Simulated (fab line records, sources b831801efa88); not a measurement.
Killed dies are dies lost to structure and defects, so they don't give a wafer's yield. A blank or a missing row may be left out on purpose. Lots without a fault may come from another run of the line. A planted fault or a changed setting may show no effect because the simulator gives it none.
A struck lot beside a sound one | flow sky130 | 22 steps out of a route of 708
Sound: wafers L729.1, L729.3, L729.6. Struck: wafers L726.3, L726.4, L726.5. The cause comes at the end.
At each step with rows: each side's tool, then ch and its chambers, then its first start. Under that, the readings that differ: sound wafers | struck wafers | difference of the means | sigmas: that difference in standard deviations of wafers without a fault.
alike: readings whose means differ by less than 2 such deviations, and words and numbers that are the same on both sides. not compared: withheld readings, readings that some wafer has no value for, bounds like >300 that may hide the same value, and numbers for which the record gives no deviation and whose values overlap.
The two part at a step that has a row with sigmas, a row that says differs or no value, or rows on one side only. Numbers that don't overlap but have no deviation are shown without sigmas and don't part them. A reading that every wafer of one side lacks parts them only if that side has two wafers or more.

first, 5 steps without rows for these wafers: SKY_VT_ADJUST_HVTR_COAT_02 (resist thk 1140 nm); SKY_VT_ADJUST_HVTR_SOFTBAKE_03 (time 60 s); SKY_VT_ADJUST_HVTR_EXPOSE_04 (exposes mask HVTRM, target cd 380 nm); SKY_VT_ADJUST_HVTR_PEB_05; SKY_VT_ADJUST_HVTR_DEVELOP_06 (develop time 60 s).
SKY_VT_ADJUST_HVTR_CD_MEAS_07: target cd 380 nm.
  sound on cd_sem-02, day 13 10:19; struck on cd_sem-02, day 12 06:48
  alike: cd_nm
SKY_VT_ADJUST_HVTR_OVL_MEAS_08:
  sound on overlay-01, day 13 10:26; struck on overlay-02, day 12 06:53
  alike: VT_ADJUST_HVTR_OVL
then, 1 step without rows for these wafers: SKY_VT_ADJUST_HVTR_IMPLANT_09.
SKY_VT_ADJUST_HVTR_STRIP_10: strips in O2/N2.
  sound on plasma_asher-02 ch 0,1, day 13 10:41; struck on plasma_asher-03 ch 0,1, day 12 07:06
  alike: drypump_motor_current_A, n2_flow_sccm, oes_product_au, strip_time_to_endpoint_s
  not compared: rf_hours_counter_h
SKY_VT_ADJUST_HVTR_TW_MEAS_11:
  sound on film_metro-03, day 13 10:47; struck on film_metro-02, day 12 07:11
  alike: VT_ADJUST_HVTR_TW
then, 2 steps without rows for these wafers: SKY_VT_ADJUST_PCH_DEHYDRATE_00 (time 60 s); SKY_VT_ADJUST_PCH_HMDS_01 (prime time 60 s).
SKY_VT_ADJUST_PCH_COAT_02: resist thk 3000 nm.
  sound on litho_track-01 ch 0, day 13 22:05; struck on litho_track-02 ch 0, day 12 18:22
  reading                                         | sound                | struck               | difference | sigmas
  spin_speed_rpm (rpm)                            | 1998.0 1996.7 2000.1 | 1743.4 1741.9 1741.4 | -256.0     | -99 or more
  model.coat_of_VT_ADJUST_PCH_COAT_02.thk_nm (nm) | 3000 3011 3003       | 3213 3224 3217       | +213       |
then, 3 steps without rows for these wafers: SKY_VT_ADJUST_PCH_SOFTBAKE_03; SKY_VT_ADJUST_PCH_EXPOSE_04 (exposes mask NWM, target cd 840 nm); SKY_VT_ADJUST_PCH_PEB_05.
SKY_VT_ADJUST_PCH_DEVELOP_06: develop time 60 s.
  sound on litho_track-01 ch 0; struck on litho_track-01 ch 0
  reading                                         | sound          | struck         | difference | sigmas
  model.coat_of_VT_ADJUST_PCH_COAT_02.thk_nm (nm) | 2995 3006 2998 | 3209 3219 3213 | +214       |
SKY_VT_ADJUST_PCH_OVL_MEAS_07:
  sound on overlay-01, day 14 10:44; struck on overlay-01, day 13 07:39
  alike: VT_ADJUST_PCH_OVL
then, 1 step without rows for these wafers: SKY_VT_ADJUST_PCH_IMPLANT_08.
SKY_VT_ADJUST_PCH_STRIP_09: strips in O2/N2.
  sound on plasma_asher-02 ch 0,1, day 14 10:55; struck on plasma_asher-04 ch 0,1, day 13 07:52
  reading                      | sound             | struck            | difference | sigmas
  strip_time_to_endpoint_s (s) | 36.90 37.04 36.96 | 39.33 39.47 39.40 | +2.43      | +24
  alike: drypump_motor_current_A, n2_flow_sccm, oes_product_au
  not compared: rf_hours_counter_h
SKY_VT_ADJUST_PCH_TW_MEAS_10:
  sound on film_metro-04, day 14 11:01; struck on film_metro-02, day 13 07:56
  alike: VT_ADJUST_PCH_TW
-- the record jumps here: 35 days lie between the struck wafers' starts before and after (it left off in module VT_ADJUST_PCH and takes up again in module PAD_OPEN, whose first step shown is number 708 of the route) --
SKY_PAD_OPEN_PROBE_99:
  sound on prober-01, day 48 20:44; struck on prober-02, day 48 04:10
  alike: killed_at_M0_to_M3, killed_at_M4_up, killed_at_contacts, killed_at_front_end, killed_at_other, killed_dies, killed_open, killed_short

WHERE THEY PART
First at SKY_VT_ADJUST_PCH_COAT_02; last, within this record, at SKY_VT_ADJUST_PCH_STRIP_09. Later steps at which nothing parts them and some readings are alike: SKY_VT_ADJUST_PCH_TW_MEAS_10, SKY_PAD_OPEN_PROBE_99.

WHY: what the simulator had put in
Process parameter drift: litho_track-02, from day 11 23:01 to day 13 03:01, at SKY_VT_ADJUST_PCH_COAT_02. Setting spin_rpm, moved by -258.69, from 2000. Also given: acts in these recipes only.
